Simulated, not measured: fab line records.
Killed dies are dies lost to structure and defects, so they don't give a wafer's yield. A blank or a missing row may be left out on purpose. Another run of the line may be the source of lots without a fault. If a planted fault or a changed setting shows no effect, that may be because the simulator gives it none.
Which tool did it? / flow gf180mcu / at 1 step of a route of 602, 7 lots with 21 wafers sampled

## WHAT EACH GAUGE READ, for each wafer
GF_CONTACT_BOW_MEAS_05.
lot=L245; measured=day 15 18:56; on=film metro-02; CONTACT_BOW (um)=74 63 83
lot=L247; measured=day 16 05:04; on=film metro-03; CONTACT_BOW (um)=59 51 67
lot=L249; measured=day 17 02:17; on=film metro-02; CONTACT_BOW (um)=56 56 67
lot=L251; measured=day 17 19:33; on=film metro-04; CONTACT_BOW (um)=65 64 64
lot=L260; measured=day 21 01:23; on=film metro-02; CONTACT_BOW (um)=63 56 71
lot=L262; measured=day 21 19:58; on=film metro-03; CONTACT_BOW (um)=76 64 61
lot=L266; measured=day 23 00:12; on=film metro-04; CONTACT_BOW (um)=73 67 77

## TOOL THAT RAN EACH LOT (tool first, then ch and the chambers of the sampled wafers, then the start)
There is no process step in the record ahead of these readings.

## THE ANSWER, worked out from the rows above alone
Rule: usual is defined by the lots themselves. Put in order of their means at a reading, lots are off if they are a third of the lots or fewer, leave a main group of 4 or more, and stand apart from it by a gap of 3 or more times the standard deviation of the main group's means; of several such gaps the widest counts. Not used: any main group whose means are identical at the precision the tables above print for the reading. A lot without any number at a reading at which 4 lots or more have one is off too. Any other lot the step has rows for is counted as sound.
Across all readings shown, no lot is off: no conclusion can be drawn from this.

## WHAT THE SIMULATOR HAD INSERTED
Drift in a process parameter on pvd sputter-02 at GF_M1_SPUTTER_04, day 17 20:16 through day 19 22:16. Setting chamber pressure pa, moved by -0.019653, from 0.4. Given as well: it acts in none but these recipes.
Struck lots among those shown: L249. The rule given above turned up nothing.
